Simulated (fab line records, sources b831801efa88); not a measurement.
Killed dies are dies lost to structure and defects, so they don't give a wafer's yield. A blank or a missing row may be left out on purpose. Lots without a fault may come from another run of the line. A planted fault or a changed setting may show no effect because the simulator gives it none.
A struck lot beside a sound one | flow gf180mcu | 36 steps out of a route of 602
Sound: wafers L567.2, L567.3, L567.5. Struck: wafer L578.5. (L578.3 of the same lot was not struck and is left out.) The cause comes at the end.
At each step with rows: each side's tool, then ch and its chambers, then its first start. Under that, the readings that differ: sound wafers | struck wafers | difference of the means | sigmas: that difference in standard deviations of wafers without a fault.
alike: readings whose means differ by less than 2 such deviations, and words and numbers that are the same on both sides. not compared: withheld readings, readings that some wafer has no value for, bounds like >300 that may hide the same value, and numbers for which the record gives no deviation and whose values overlap.
The two part at a step that has a row with sigmas, a row that says differs or no value, or rows on one side only. Numbers that don't overlap but have no deviation are shown without sigmas and don't part them. A reading that every wafer of one side lacks parts them only if that side has two wafers or more.

first, 2 steps without rows for these wafers: GF_M3_PEB_12 (peb time 90 s); GF_M3_DEVELOP_13 (develop time 60 s).
GF_M3_CD_MEAS_14: target cd 280 nm.
  sound on cd_sem-02, day 24 16:50; struck on cd_sem-01, day 28 06:57
  alike: cd_nm
GF_M3_OVL_MEAS_15:
  sound on overlay-02, day 24 16:56; struck on overlay-01, day 28 07:03
  alike: M3_OVL
GF_M3_METAL_ETCH_16: etches the open film in Cl2/BCl3, stops on SiO2, target depth 750.8 nm, time 125.1 s.
  sound on rie_metal-02 ch 0,1, day 24 16:58; struck on rie_metal-03 ch 1, day 28 07:07
  alike: bcl3_flow_sccm, drypump_motor_current_A, oes_product_au, rf_fwd_power_W, throttle_valve_pct
  not compared: rf_hours_counter_h
then, 4 steps without rows for these wafers: GF_M3_STRIP_17 (strips in O2/N2); GF_M3_STRIP_18 (strips in post etch residue remover, time 1200 s); GF_M3_CLEAN_19 (cleans in DIW); GF_V3_CVD_00 (deposits SiO2, target thk 600 nm, time 100 s).
GF_V3_THK_MEAS_01:
  sound on film_metro-03, day 24 17:45; struck on film_metro-01, day 28 07:50
  alike: V3_CVD_00_THK
GF_V3_CVD_02: deposits SiO2 from TEOS, target thk 850 nm, time 94.851 s.
  sound on pecvd-01 ch 0,1,2, day 24 17:48; struck on pecvd-03 ch 1, day 28 07:52
  reading            | sound       | struck | difference | sigmas
  heater_power_w (W) | 589 795 421 | 961    | +359       | +2
  alike: rf_fwd_power_W
  not compared: since_wet_clean_h
GF_V3_THK_MEAS_03:
  sound on film_metro-03, day 24 17:53; struck on film_metro-02, day 28 07:58
  alike: V3_CVD_02_THK
GF_V3_CMP_04: polishes SiO2.
  sound on cmp-02 ch 1,2, day 24 17:56; struck on cmp-01 ch 1, day 28 08:09
  reading                             | sound             | struck | difference | sigmas
  time_to_endpoint_s (s)              | 72 74 81          | 54     | -22        | -4
  model.SiO2_of_V3_CVD_02.thk_nm (nm) | 632.5 632.9 632.9 | 696.1  | +63.3      |
  alike: motor_current_A, slurry_filter_dp_kPa
GF_V3_BOW_MEAS_05:
  sound on film_metro-01, day 24 18:15; struck on film_metro-02, day 28 08:20
  reading     | sound       | struck | difference | sigmas
  V3_BOW (um) | 104 113 121 | 128    | +15        | +2
then, 8 steps without rows for these wafers: GF_V3_DEHYDRATE_06 (time 60 s); GF_V3_HMDS_07 (prime time 60 s); GF_V3_COAT_08; GF_V3_COAT_09 (resist thk 1000 nm); GF_V3_SOFTBAKE_10 (time 60 s); GF_V3_EXPOSE_11 (exposes mask Via3, target cd 260 nm); GF_V3_PEB_12 (peb time 90 s); GF_V3_DEVELOP_13 (develop time 60 s).
GF_V3_CD_MEAS_14: target cd 260 nm.
  sound on cd_sem-02, day 25 15:32; struck on cd_sem-01, day 29 03:32
  alike: cd_nm
GF_V3_OVL_MEAS_15:
  sound on overlay-02, day 25 15:38; struck on overlay-02, day 29 03:37
  reading     | sound | struck | difference | sigmas
  V3_OVL (nm) | 9 4 8 | -8     | -15        | -3
then, 1 step without rows for these wafers: GF_V3_ETCH_16 (etches BARC in N2/H2).
GF_V3_ETCH_17: etches SiO2 in C4F8/O2/Ar, stops on TiN, target depth 635 nm.
  sound on rie_diel-02 ch 0,2; struck on rie_diel-04 ch 3
  reading                        | sound             | struck | difference | sigmas
  oes_product_au (a.u.)          | 0.854 0.853 0.858 | 0.897  | +0.042     | +11
  model.V3.feature_depth_nm (nm) | 632.5 632.9 632.9 | 696.1  | +63.3      |
  model.etch.depth_nm (nm)       | 632.5 632.9 632.9 | 696.1  | +63.3      |
  alike: rf_fwd_power_W
GF_V3_STRIP_18: strips in O2/N2.
  sound on plasma_asher-01 ch 0,1, day 25 15:47; struck on plasma_asher-02 ch 0, day 29 03:49
  reading            | sound       | struck | difference | sigmas
  heater_power_w (W) | 272 289 273 | 318    | +40        | +3
  alike: drypump_motor_current_A, oes_product_au
  not compared: rf_hours_counter_h
then, 2 steps without rows for these wafers: GF_V3_STRIP_19 (strips in post etch residue remover, time 1200 s); GF_V3_CLEAN_20 (cleans in DIW).
GF_V3_SPUTTER_21: material Ti, target thk 15 nm, time 80.02 s.
  sound on pvd_sputter-04, day 25 16:20; struck on pvd_sputter-02, day 29 04:19
  alike: throttle_valve_pct
then, 2 steps without rows for these wafers: GF_V3_SPUTTER_22 (material TiN, target thk 10 nm, time 40 s); GF_V3_CVD_23 (deposits W, target thk 350 nm, time 104.9 s).
GF_V3_RS_MEAS_24: measures by four-point-probe.
  sound on film_metro-02, day 25 16:34; struck on film_metro-01, day 29 04:34
  alike: V3_W_RS
GF_V3_THK_MEAS_25: measures by xrf.
  sound on film_metro-02, day 25 16:40; struck on film_metro-01, day 29 04:40
  alike: V3_W_THK
GF_V3_CMP_26: polishes, stops on SiO2, t overpolish 15 s, target thk 0 nm.
  sound on cmp-01 ch 1,2, day 25 16:43; struck on cmp-02 ch 1, day 29 04:45
  reading                             | sound             | struck | difference | sigmas
  motor_current_A (A)                 | 11.2 11.0 11.7    | 8.4    | -2.9       | -2
  model.SiO2_of_V3_CVD_02.thk_nm (nm) | 628.7 629.1 629.1 | 692.3  | +63.3      |
  alike: slurry_filter_dp_kPa
GF_M4_SPUTTER_00: material Ti, target thk 37.5 nm, time 150 s.
  sound on pvd_sputter-04, day 25 17:01; struck on pvd_sputter-03, day 29 05:00
  alike: throttle_valve_pct

WHERE THEY PART
First at GF_V3_CVD_02; last, within this record, at GF_V3_CMP_26. Later steps at which nothing parts them and some readings are alike: GF_M4_SPUTTER_00.

WHY: what the simulator had put in
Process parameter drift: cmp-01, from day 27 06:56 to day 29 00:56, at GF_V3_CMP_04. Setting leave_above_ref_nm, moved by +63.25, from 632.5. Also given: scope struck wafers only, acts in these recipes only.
